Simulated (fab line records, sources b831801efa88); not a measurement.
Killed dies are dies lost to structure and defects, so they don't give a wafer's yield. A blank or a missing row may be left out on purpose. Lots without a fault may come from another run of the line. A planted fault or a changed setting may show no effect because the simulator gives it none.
One fault seen from 2 desks | flow sky130 | each desk has only its own numbers; what lay behind them comes last

THE METROLOGY DESK
What the gauges read, lot by lot, whatever tool the lot ran on: means of the sampled wafers that have a number. A lot is out of limits, marked OUT, if its mean lies more than 4 standard deviations from the usual mean; the brackets give that distance.
Columns: A = CAP2M_CVD_00_THK at SKY_CAP2M_THK_MEAS_01, usual 15.47 nm
lot  | first seen here | A
L743 | day 41 07:14    | 15.65
L744 | day 41 21:44    | 15.54
L746 | day 42 01:56    | 15.57
L748 | day 42 19:28    | 15.09
L749 | day 42 22:34    | 15.54
L752 | day 43 17:03    | 15.74
L758 | day 45 03:03    | 12.89 (-12) OUT
L759 | day 45 06:15    | 12.68 (-13) OUT
L760 | day 45 16:17    | 15.42
L764 | day 46 06:15    | 15.52
L763 | day 46 11:05    | 15.35
This desk's finding: out of limits on L758, L759; first on L758, day 45 03:03 (CAP2M_CVD_00_THK at SKY_CAP2M_THK_MEAS_01). In limits: L743, L744, L746, L748, L749, L752, L760, L764, L763.

THE TOOL OWNER'S DESK: pecvd-04
The tool's own readings at SKY_CAP2M_CVD_00 (deposits SiO2, target thk 15.5 nm): means of the sampled wafers that have a number, for each lot that ran on this tool. A lot is out of limits, marked OUT, if its mean lies more than 4 standard deviations from the usual mean; the brackets give that distance.
Columns: A = heater_power_w at SKY_CAP2M_CVD_00, usual 746 W
lot  | first seen here | A
L743 | day 41 07:12    | 719
L749 | day 42 22:32    | 720
L752 | day 43 17:01    | 707
L758 | day 45 03:00    | 678
L759 | day 45 06:13    | 708
This desk's finding: nothing out of limits on any of the 5 lots.

PUT TOGETHER
The metrology desk could have raised an alarm at day 45 03:03, on L758, L759.
The tool owner's desk saw nothing out of limits.
The tool owner's desk has L758, L759 on record, within its limits.
Of the lots named, all ran SKY_CAP2M_CVD_00 on pecvd-04.

WHAT THE SIMULATOR HAD PUT IN
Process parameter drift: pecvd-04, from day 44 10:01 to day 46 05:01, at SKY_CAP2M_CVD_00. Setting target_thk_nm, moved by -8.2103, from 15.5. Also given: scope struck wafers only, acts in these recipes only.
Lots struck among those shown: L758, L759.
Hours from the fault's start to each desk's first reading out of limits: the metrology desk, 17.
